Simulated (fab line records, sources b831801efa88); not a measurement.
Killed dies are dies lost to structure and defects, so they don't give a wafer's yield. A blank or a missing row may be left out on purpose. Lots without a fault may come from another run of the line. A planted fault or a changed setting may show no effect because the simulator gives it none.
Which tool did it? | flow sky130 | 12 lots, 36 wafers sampled, at 4 steps of a route of 708

WHAT THE GAUGES READ, wafer by wafer
SKY_LDD_HVN_OVL_MEAS_07. Usual: LDD_HVN_OVL 0.4 nm, standard deviation 1.8.
lot  | measured     | on         | LDD_HVN_OVL (nm) | flag
L957 | day 21 08:25 | overlay-01 | 1.3 2.0 0.8      |
L958 | day 21 12:23 | overlay-01 | 1.7 1.4 2.0      |
L959 | day 21 18:49 | overlay-01 | -3.6 -3.5 -2.2   |
L960 | day 22 10:39 | overlay-02 | 2.2 1.2 1.8      |
L961 | day 22 21:53 | overlay-02 | 1.2 0.0 0.9      |
L963 | day 23 11:46 | overlay-02 | -1.7 0.0 -1.0    |
L966 | day 24 14:58 | overlay-01 | 1.8 1.2 -1.3     |
L967 | day 24 23:15 | overlay-01 | 1.8 -0.8 1.6     |
L970 | day 26 03:43 | overlay-02 | 3.2 1.8 1.4      |
L973 | day 27 03:48 | overlay-01 | -1.4 -0.6 -0.4   |
L977 | day 28 12:49 | overlay-02 | -0.9 1.2 -1.3    |
L978 | day 28 17:07 | overlay-01 | -1.9 -0.1 0.4    |

SKY_SD_P_CD_MEAS_07: target cd 380 nm. Usual: cd_nm 380 nm, standard deviation 3.1.
lot  | measured     | on        | cd_nm (nm)  | flag
L957 | day 26 11:46 | cd_sem-02 | 384 382 384 |
L958 | day 26 15:56 | cd_sem-01 | 382 381 380 |
L959 | day 26 22:26 | cd_sem-01 | 381 378 380 |
L960 | day 27 12:19 | cd_sem-01 | 383 382 382 |
L961 | day 28 00:55 | cd_sem-01 | 382 385 383 |
L963 | day 28 13:08 | cd_sem-01 | 383 384 384 |
L966 | day 29 15:11 | cd_sem-02 | 384 384 385 |
L967 | day 29 22:42 | cd_sem-01 | 375 373 378 |
L970 | day 31 02:06 | cd_sem-02 | 374 377 376 |
L973 | day 32 01:06 | cd_sem-01 | 375 375 374 |
L977 | day 33 08:16 | cd_sem-02 | 382 381 381 |
L978 | day 33 12:06 | cd_sem-01 | 382 378 378 |

SKY_SD_N_CD_MEAS_07: target cd 380 nm. Usual: cd_nm 380.1 nm, standard deviation 1.9.
lot  | measured     | on        | cd_nm (nm)        | flag
L957 | day 28 22:23 | cd_sem-02 | 379.9 380.6 380.1 |
L958 | day 29 02:24 | cd_sem-01 | 376.9 379.2 379.0 |
L959 | day 29 09:44 | cd_sem-02 | 383.7 382.5 381.5 |
L960 | day 29 23:00 | cd_sem-02 | 378.3 379.8 380.8 |
L961 | day 30 14:56 | cd_sem-01 | 378.4 379.0 378.2 |
L963 | day 30 22:11 | cd_sem-02 | 378.5 382.7 382.5 |
L966 | day 32 00:08 | cd_sem-02 | 379.0 379.9 379.7 |
L967 | day 32 06:13 | cd_sem-02 | 380.2 381.5 381.5 |
L970 | day 33 09:46 | cd_sem-02 | 382.6 380.9 381.5 |
L973 | day 34 07:43 | cd_sem-02 | 384.0 386.8 384.2 |
L977 | day 35 14:16 | cd_sem-02 | 382.6 386.1 384.2 |
L978 | day 35 17:26 | cd_sem-02 | 378.8 381.3 381.8 |

WHICH TOOL RAN EACH LOT (tool, then ch and the chambers of the sampled wafers, then the start)
lot  | SKY_SD_N_COAT_02
L957 | litho_track-02 ch 0, day 28 08:23
L958 | litho_track-02 ch 0, day 28 11:55
L959 | litho_track-04 ch 0, day 28 18:46
L960 | litho_track-01 ch 0, day 29 08:49
L961 | litho_track-01 ch 0, day 29 20:58
L963 | litho_track-01 ch 0, day 30 08:26
L966 | litho_track-04 ch 0, day 31 08:48
L967 | litho_track-02 ch 0, day 31 16:22
L970 | litho_track-04 ch 0, day 32 20:21
L973 | litho_track-01 ch 0, day 33 18:07
L977 | litho_track-02 ch 0, day 35 00:10
L978 | litho_track-04 ch 0, day 35 04:09
- SKY_SD_N_COAT_02: resist thk 1140 nm.

WHAT THE TOOLS THEMSELVES READ (means of the sampled wafers that have a number; where no wafer has one, the mark that the record gives instead)
The record holds no such reading with a usual standard deviation.

THE ANSWER, worked out from the rows above alone
Rule: a lot is off if the mean of its wafers that have a number lies more than 3 standard deviations from the usual mean. A lot without any number at a reading at which 4 lots or more have one is off too. The other lots that the step has rows for count as sound. The gauges are gone through in route order, then the tools' own readings, and for those a lot's mean is taken as printed above. The first step at which some lot is off is used, and at that step the reading that is off furthest; a lot without a number counts as furthest.
No lot is off at any reading shown: from this, nothing can be told.

WHAT THE SIMULATOR HAD PUT IN
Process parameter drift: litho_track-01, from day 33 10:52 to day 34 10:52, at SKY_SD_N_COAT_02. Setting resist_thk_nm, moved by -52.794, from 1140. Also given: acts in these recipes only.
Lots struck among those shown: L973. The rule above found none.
